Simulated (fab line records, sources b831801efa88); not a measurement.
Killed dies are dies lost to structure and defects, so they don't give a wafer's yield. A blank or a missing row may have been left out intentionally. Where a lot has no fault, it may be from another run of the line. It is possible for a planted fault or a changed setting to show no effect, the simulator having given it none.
One fault seen from 2 desks | flow gf180mcu | numbers are kept per desk, each desk with only its own; the story behind them comes last

FROM THE METROLOGY DESK
What the gauges read for every lot (on any tool): the sampled wafers with a number, averaged. The brackets show how far a lot's mean lies from the usual mean; more than 4 standard deviations puts the lot out of limits, marked OUT.
Columns: A = V3_CVD_02_THK at GF_V3_THK_MEAS_03, usual 850 nm; B = MIM_ALCU_RS at GF_MIM_RS_MEAS_10, usual 0.1603 ohm/sq; C = MIM_ALCU_THK at GF_MIM_THK_MEAS_11, usual 200.4 nm
lot  | first seen here | A   | B                | C
L477 | day 21 15:40    | 870 | 0.1592           | 200.0
L480 | day 22 12:57    | 841 | 0.1586           | 200.3
L483 | day 23 15:35    | 851 | 0.1614           | 199.7
L484 | day 24 04:37    | 852 | 0.1600           | 200.8
L490 | day 26 08:54    | 844 | 0.1585           | 203.0
L491 | day 26 17:17    | 855 | 0.1916 (+16) OUT | 169.4 (-13) OUT
L492 | day 27 00:07    | 836 | 0.1601           | 200.8
L493 | day 27 01:50    | 845 | 0.1889 (+15) OUT | 170.8 (-13) OUT
L499 | day 28 18:35    | 853 | 0.1615           | 200.0
L500 | day 28 21:38    | 864 | 0.1642           | 196.3
This desk's result: L491, L493 out of limits, first on L491 (MIM_ALCU_RS at GF_MIM_RS_MEAS_10), day 29 10:22. In limits: L477, L480, L483, L484, L490, L492, L499, L500.

THE TOOL OWNER'S DESK: pvd-sputter-04
The tool's own readings at GF_MIM_SPUTTER_08 (material AlCu, target thk 200 nm, time 10.6 s): means of the sampled wafers that have a number, for each lot that ran on this tool. The brackets show how far a lot's mean lies from the usual mean; more than 4 standard deviations puts the lot out of limits, marked OUT.
Columns: A = cathode-dc-power-W at GF_MIM_SPUTTER_08, usual 10600 W; B = throttle-valve-pct at GF_MIM_SPUTTER_08, usual 29.8 %
lot  | first seen here | A                      | B
L477 | day 24 18:18    | 10600                  | 28.9
L480 | day 25 15:21    | 10599                  | 28.9
L484 | day 27 02:55    | 10601                  | 29.4
L491 | day 29 10:18    | 8986 (-99 or more) OUT | 29.2
L493 | day 29 18:26    | 8989 (-99 or more) OUT | 29.1
This desk's verdict: out of limits on L491, L493, starting with L491 at day 29 10:18 (cathode-dc-power-W at GF_MIM_SPUTTER_08). In limits: L477, L480, L484.

BROUGHT TOGETHER
At day 29 10:18, on L491, L493, the tool owner's desk was in a position to raise an alarm.
On L491, L493, the metrology desk was in a position to raise an alarm at day 29 10:22.
GF_MIM_SPUTTER_08 was run on pvd-sputter-04 by each of the lots named.

WHAT THE SIMULATOR PUT IN
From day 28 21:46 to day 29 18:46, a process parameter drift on pvd-sputter-04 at GF_MIM_SPUTTER_08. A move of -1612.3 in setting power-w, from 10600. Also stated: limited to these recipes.
Struck lots among those shown: L491, L493.
Time in hours from fault onset to the first out-of-limits reading at each desk: tool owner's desk 13, metrology desk 13.
